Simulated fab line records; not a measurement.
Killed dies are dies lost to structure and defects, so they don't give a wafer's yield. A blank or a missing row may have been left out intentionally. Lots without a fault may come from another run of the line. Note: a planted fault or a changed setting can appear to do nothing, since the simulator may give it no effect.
2 desks, one fault + flow gf180mcu + what lay behind the numbers comes last; until then each desk has only its own

## METROLOGY DESK
What the gauges read for every lot (on any tool): the sampled wafers with a number, averaged. The brackets show how far a lot's mean lies from the usual mean; more than 4 standard deviations puts the lot out of limits, marked OUT.
Columns: A = POLY_GATE_OXIDATION_THK at GF_POLY_GATE_THK_MEAS_17, usual 3.99 nm; B = HV_LDD_01_OVL at GF_HV_LDD_OVL_MEAS_20, usual 0.2 nm; C = HV_LDD_3_TW at GF_HV_LDD_TW_MEAS_38, usual 1431; D = HV_LDD_RS at GF_HV_LDD_RS_MEAS_53, usual 413.3 ohm/sq
| lot  | first seen here | A    | B    | C    | D                |
|------|-----------------|------|------|------|------------------|
| L425 | day 9 05:10     | 4.10 | -1.5 | 1438 | 412.7            |
| L426 | day 9 12:02     | 3.85 | -0.1 | 1454 | 412.8            |
| L428 | day 9 22:23     | 4.10 | -0.5 | 1437 | 414.0            |
| L429 | day 10 08:40    | 4.06 | -1.6 | 1453 | 415.2            |
| L430 | day 10 15:36    | 3.96 | 0.4  | 1445 | 413.7            |
| L436 | day 12 16:16    | 3.99 | 0.0  | 1389 | 417.7 (+4.5) OUT |
| L437 | day 13 00:49    | 4.04 | -0.9 | 1420 | 416.4            |
| L441 | day 14 02:08    | 4.00 | 2.2  | 1455 | 413.8            |
| L442 | day 14 07:35    | 4.02 | -0.4 | 1443 | 413.4            |
| L444 | day 15 01:39    | 3.90 | 0.5  | 1409 | 412.6            |
| L445 | day 15 09:49    | 3.88 | 0.4  | 1431 | 413.6            |
| L446 | day 15 22:05    | 4.13 | -0.1 | 1433 | 412.1            |
| L448 | day 16 08:49    | 3.95 | 1.3  | 1413 | 412.5            |
| L447 | day 16 08:50    | 3.96 | -0.1 | 1447 | 412.6            |
This desk reports L436 out of limits; the earliest was L436 at day 16 04:55 (HV_LDD_RS at GF_HV_LDD_RS_MEAS_53). L425, L426, L428, L429, L430, L437, L441, L442, L444, L445, L446, L448, L447: within limits.

## AT THE TOOL OWNER'S DESK: implanter-01
The tool's own readings at GF_HV_LDD_IMPLANT_35, given as means over the sampled wafers that have a number, one for each lot that went through this tool. The brackets show how far a lot's mean lies from the usual mean; more than 4 standard deviations puts the lot out of limits, marked OUT.
Columns: A = dose ions cm2 at GF_HV_LDD_IMPLANT_35, usual 7.499e+12; B = faraday current uA at GF_HV_LDD_IMPLANT_35, usual 42.3
| lot  | first seen here | A                           | B              |
|------|-----------------|-----------------------------|----------------|
| L436 | day 15 07:17    | 5.905e+12 (-99 or more) OUT | 33.0 (-12) OUT |
| L437 | day 15 17:17    | 5.899e+12 (-99 or more) OUT | 33.0 (-12) OUT |
Finding of this desk: L436, L437 out of limits; the first was L436 at day 15 07:17, on dose ions cm2 at GF_HV_LDD_IMPLANT_35. In limits: none.

## TAKEN TOGETHER
The tool owner's desk had the chance to raise an alarm at day 15 07:17 on L436, L437.
An alarm was possible from the metrology desk at day 16 04:55, on L436.
The metrology desk has L437 on record, within its limits.
The lots listed all ran GF_HV_LDD_IMPLANT_35 on implanter-01.

## WHAT THE SIMULATOR PUT IN
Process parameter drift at GF_HV_LDD_IMPLANT_35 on implanter-01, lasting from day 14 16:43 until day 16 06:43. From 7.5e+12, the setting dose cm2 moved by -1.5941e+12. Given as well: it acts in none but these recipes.
Lots struck among those shown: L436, L437.
Delay (hours) between the fault's onset and each desk's first out-of-limits reading: 15 at the tool owner's desk, 36 at the metrology desk.
